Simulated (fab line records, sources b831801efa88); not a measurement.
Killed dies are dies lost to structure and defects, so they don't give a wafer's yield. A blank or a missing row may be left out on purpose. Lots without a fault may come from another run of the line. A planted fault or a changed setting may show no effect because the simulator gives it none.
Split-lot experiment | flow gf180mcu | 5 lots, 23 wafers read, on a route of 602 steps

THE SPLIT
At GF_V3_CVD_02 (deposits SiO2 from TEOS, target thk 850 nm, time 94.851 s), the setting time_s was moved away from the recipe's 94.851 s on 4 of the 23 wafers read, by +7.0% to +10.6%. The other wafers ran this setting at the recipe's value.

The file shows no step between the split and the reading.

THE READING
V3_CVD_02_THK, in nm, at GF_V3_THK_MEAS_03. Fault-free wafers of this fab line usually give 846 nm, standard deviation 11 nm.

wafer  | tool, chamber at the split | time_s as run, s | against the recipe | V3_CVD_02_THK, nm | against lot-mates on the recipe
L076.3 | pecvd-03, 1                | 94.851           | recipe             | 844               | -
L076.4 | pecvd-03, 0                | 94.851           | recipe             | 849               | -
L076.5 | pecvd-03, 2                | 94.851           | recipe             | 848               | -
L078.1 | pecvd-03, 1                | 104.9            | +10.6%             | 926               | +84
L078.2 | pecvd-03, 2                | 104.9            | +10.6%             | 925               | +83
L078.4 | pecvd-03, 1                | 94.851           | recipe             | 834               | -
L078.5 | pecvd-03, 2                | 94.851           | recipe             | 845               | -
L078.6 | pecvd-03, 0                | 94.851           | recipe             | 847               | -
L079.1 | pecvd-02, 2                | 94.851           | recipe             | 832               | -
L079.2 | pecvd-02, 1                | 94.851           | recipe             | 832               | -
L079.3 | pecvd-02, 0                | 94.851           | recipe             | 825               | -
L079.5 | pecvd-02, 0                | 101.5            | +7.0%              | 891               | +61
L079.6 | pecvd-02, 1                | 101.5            | +7.0%              | 903               | +73
L082.1 | pecvd-02, 1                | 94.851           | recipe             | 843               | -
L082.2 | pecvd-02, 0                | 94.851           | recipe             | 841               | -
L082.3 | pecvd-02, 2                | 94.851           | recipe             | 840               | -
L082.5 | pecvd-02, 1                | 94.851           | recipe             | 850               | -
L082.6 | pecvd-02, 0                | 94.851           | recipe             | 852               | -
L083.1 | pecvd-03, 1                | 94.851           | recipe             | 835               | -
L083.2 | pecvd-03, 2                | 94.851           | recipe             | 834               | -
L083.3 | pecvd-03, 0                | 94.851           | recipe             | 845               | -
L083.4 | pecvd-03, 0                | 94.851           | recipe             | 857               | -
L083.5 | pecvd-03, 1                | 94.851           | recipe             | 854               | -

THE FIT
A straight line over all 23 wafers: V3_CVD_02_THK changes by +7.82 nm for each +1% of time_s; r = +0.96; the points scatter about the line by 8.2 nm.
The same after taking each lot's own level away (the mean of its wafers on the recipe; 23 wafers): +8.37 nm for each +1%; r = +0.97; scatter 6.8 nm.
On that fit, the largest move of time_s shifts the reading by 89 nm.
The lots' own levels span 829.7 to 847.0 nm, that is 1.6 times the standard deviation above.
So the lot-to-lot level changes the slope little: the two slopes agree.
Check: with one of the wafers moved furthest among these (+10.6%) left out of the fit, the line predicts +91.7 nm for it against its lot-mates. It came out at +84 nm against them.

THE WHOLE CHAIN: every reading that the file lists as answering this split, in the file's order
step              | what it does                                              | reading                                                                   | change (the file's fit)              | r (the file's)
GF_V3_CVD_02      | deposits SiO2 from TEOS, target thk 850 nm, time 94.851 s | SiO2_of_V3_CVD_02.thk_nm (the simulator's own value, which no gauge read) | +8.37 nm for each +1% of the setting | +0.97
GF_V3_THK_MEAS_03 |                                                           | V3_CVD_02_THK                                                             | +8.38 for each +1% of the setting    | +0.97
GF_V3_CMP_04      | polishes SiO2                                             | time_to_endpoint_s                                                        | withheld for each +1% of the setting | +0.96

THE FILE'S OWN FIT
V3_CVD_02_THK changes by +8.38 nm for each +1% of time_s, r = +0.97.
